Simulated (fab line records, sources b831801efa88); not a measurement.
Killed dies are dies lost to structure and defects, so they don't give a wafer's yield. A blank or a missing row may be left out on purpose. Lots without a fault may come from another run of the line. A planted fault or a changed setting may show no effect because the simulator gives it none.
One fault seen from 2 desks | flow sky130 | each desk has only its own numbers; what lay behind them comes last

THE TOOL OWNER'S DESK: rie_metal-03
The tool's own readings at SKY_METAL3_ETCH_16 (etches BARC in N2/H2, stops on SiO2, time 88.2 s, target depth 60 nm): means of the sampled wafers that have a number, for each lot that ran on this tool. A lot is out of limits, marked OUT, if its mean lies more than 4 standard deviations from the usual mean; the brackets give that distance.
Columns: A = drypump_motor_current_A at SKY_METAL3_ETCH_16, usual 5.7 A; B = oes_product_au at SKY_METAL3_ETCH_16, usual 0.625 a.u.; C = rf_fwd_power_W at SKY_METAL3_ETCH_16, usual 497.1 W; D = throttle_valve_pct at SKY_METAL3_ETCH_16, usual 13.204 %
lot  | first seen here | A   | B     | C     | D
L218 | day 39 19:14    | 5.3 | 0.621 | 496.7 | 13.207
L220 | day 39 21:27    | 5.4 | 0.626 | 496.0 | 13.204
L222 | day 40 07:05    | 5.3 | 0.623 | 498.7 | 13.209
L226 | day 41 10:41    | 5.4 | 0.627 | 497.3 | 13.197
L227 | day 41 20:29    | 5.2 | 0.625 | 497.2 | 13.200
L230 | day 42 17:35    | 5.2 | 0.624 | 497.9 | 13.207
L233 | day 43 13:47    | 5.5 | 0.628 | 500.9 | 13.201
L237 | day 44 15:05    | 5.6 | 0.622 | 496.5 | 13.209
This desk's finding: nothing out of limits on any of the 8 lots.

THE METROLOGY DESK
What the gauges read, lot by lot, whatever tool the lot ran on: means of the sampled wafers that have a number. A lot is out of limits, marked OUT, if its mean lies more than 4 standard deviations from the usual mean; the brackets give that distance.
Columns: A = VIA4_W_THK at SKY_VIA4_THK_MEAS_20, usual 514 nm; B = PASSIVATION_CVD_02_THK at SKY_PASSIVATION_THK_MEAS_03, usual 538 nm
lot  | first seen here | A   | B
L217 | day 42 20:20    | 525 | 544
L218 | day 43 22:59    | 517 | 535
L220 | day 44 01:39    | 507 | 545
L219 | day 44 02:55    | 512 | 536
L221 | day 44 04:37    | 513 | 530
L222 | day 44 12:21    | 514 | 538
L226 | day 45 12:11    | 503 | 541
L227 | day 45 19:30    | 506 | 524
L229 | day 46 10:29    | 515 | 538
L230 | day 46 15:05    | 534 | 542
L233 | day 47 11:15    | 517 | 534
L237 | day 48 05:44    | 501 | 531
This desk's finding: nothing out of limits on any of the 12 lots.

PUT TOGETHER
The tool owner's desk saw nothing out of limits.
The metrology desk saw nothing out of limits.

WHAT THE SIMULATOR HAD PUT IN
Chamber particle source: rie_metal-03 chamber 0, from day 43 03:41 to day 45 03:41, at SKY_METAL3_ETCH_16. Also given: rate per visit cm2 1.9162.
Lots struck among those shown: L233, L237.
